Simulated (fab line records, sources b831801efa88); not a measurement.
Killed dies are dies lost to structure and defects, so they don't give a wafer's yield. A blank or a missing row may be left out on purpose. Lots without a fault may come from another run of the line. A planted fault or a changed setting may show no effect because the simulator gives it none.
Chamber matching | flow gf180mcu | GF_V4_CMP_04 on cmp-02: 4 sister chambers
The step polishes SiO2. 4 wafers are shown with their chamber, then 12 later ones without.

WAFERS WITH THEIR CHAMBER
wafer  | chamber | motor_current_A (A)
L085.6 | 3       | 12.9
L087.1 | 1       | 11.7
L087.4 | 2       | 10.8
L087.6 | 0       | 13.3

WAFERS WITHOUT THEIR CHAMBER
wafer  | motor_current_A (A)
L088.2 | 12.7
L088.4 | 11.5
L088.5 | 13.1
L088.1 | 12.4
L088.3 | 12.9
L088.6 | 11.3
L089.1 | 13.1
L089.3 | 13.9
L089.4 | 11.0
L092.1 | 12.7
L092.2 | 11.9
L092.3 | 10.5

WHICH CHAMBER EACH WENT THROUGH
wafer  | from the rows above          | in truth
L088.2 | can't be placed: 3 or 0      | 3
L088.4 | can't be placed: 1 or 2      | 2
L088.5 | can't be placed: 3 or 0      | 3
L088.1 | can't be placed: 3 or 1 or 0 | 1
L088.3 | can't be placed: 3 or 0      | 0
L088.6 | can't be placed: 1 or 2      | 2
L089.1 | can't be placed: 3 or 0      | 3
L089.3 | can't be placed: 0 or 3      | 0
L089.4 | can't be placed: 2 or 1      | 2
L092.1 | can't be placed: 3 or 0      | 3
L092.2 | 1                            | 1
L092.3 | 2                            | 2
Placed correctly: 2 of 12. Can't be placed from these rows: 10 (the true chamber is among the candidates in 10). Placed wrongly: 0.
How it was worked out, from the rows above alone: a wafer's distance from a chamber is the root of the sum, over the readings, of the square of ((its reading less the chamber's mean) divided by the reading's scatter). The wafer belongs to the nearest chamber; if the next one is less than 2 further off, it can't be placed. A chamber's mean is the mean of its shown wafers. The scatter: with one shown wafer a chamber, the root of the mean of the squares of how far each hidden wafer lies from its nearest shown one.
